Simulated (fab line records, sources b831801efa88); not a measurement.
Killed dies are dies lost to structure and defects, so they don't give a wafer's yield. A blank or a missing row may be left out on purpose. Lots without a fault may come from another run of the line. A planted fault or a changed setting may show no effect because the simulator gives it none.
Which tool did it? | flow gf180mcu | 7 lots, 21 wafers sampled, at 2 steps of a route of 602

WHAT THE GAUGES READ, wafer by wafer
GF_POLY_GATE_CD_MEAS_10: target cd 280 nm.
lot  | measured     | on        | cd_nm (nm)
L638 | day 9 12:58  | cd_sem-01 | 278.5 278.1 279.4
L641 | day 10 12:35 | cd_sem-02 | 280.2 280.3 279.7
L646 | day 11 22:13 | cd_sem-01 | 227.5 227.3 227.8 227.9 226.7 227.4
L648 | day 12 11:07 | cd_sem-02 | 228.3 228.2 228.7 228.3 228.3 228.4
L654 | day 14 05:05 | cd_sem-01 | 279.0 277.3 278.8
L657 | day 15 04:23 | cd_sem-01 | 279.6 279.2 280.4
L660 | day 16 02:14 | cd_sem-02 | 280.1 279.2 279.1

WHICH TOOL RAN EACH LOT (tool, then ch and the chambers of the sampled wafers, then the start)
lot  | GF_POLY_GATE_SOFTBAKE_06
L638 | litho_track-04 ch 0, day 9 04:00
L641 | litho_track-03 ch 0, day 10 03:00
L646 | litho_track-01 ch 0, day 11 12:00
L648 | litho_track-01 ch 0, day 12 01:00
L654 | litho_track-04 ch 0, day 13 18:00
L657 | litho_track-03 ch 0, day 14 17:00
L660 | litho_track-04 ch 0, day 15 15:00
- GF_POLY_GATE_SOFTBAKE_06: time 60 s.

THE ANSWER, worked out from the rows above alone
Rule: what is usual is taken from the lots themselves. Put in order of their means at a reading, lots are off if they are a third of the lots or fewer, leave a main group of 4 or more, and stand apart from it by a gap of 3 or more times the standard deviation of the main group's means; of several such gaps the widest counts. A main group whose means are all the same, to the digits that the tables above print for the reading, isn't used. A lot without any number at a reading at which 4 lots or more have one is off too. The other lots that the step has rows for count as sound.
Off: L646, L648, at GF_POLY_GATE_CD_MEAS_10 (cd_nm). The main group: mean 279.3 nm, standard deviation 0.64.
A tool fits if, at a process step before that reading, it ran every lot that is off, and no sound lot after the first of them. The gauges at GF_POLY_GATE_CD_MEAS_10 are tried like those tools. One fits: litho_track-01 at GF_POLY_GATE_SOFTBAKE_06. It ran no sound lot before its first lot that is off in this sample, so the start can't be narrowed down.

WHAT THE SIMULATOR HAD PUT IN
Process parameter drift: litho_track-01, from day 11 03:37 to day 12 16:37, at GF_POLY_GATE_SOFTBAKE_06. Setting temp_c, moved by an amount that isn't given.
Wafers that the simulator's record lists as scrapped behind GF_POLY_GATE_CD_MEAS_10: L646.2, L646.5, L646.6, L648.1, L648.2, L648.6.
Lots struck among those shown: L646, L648. The rule above found the same.
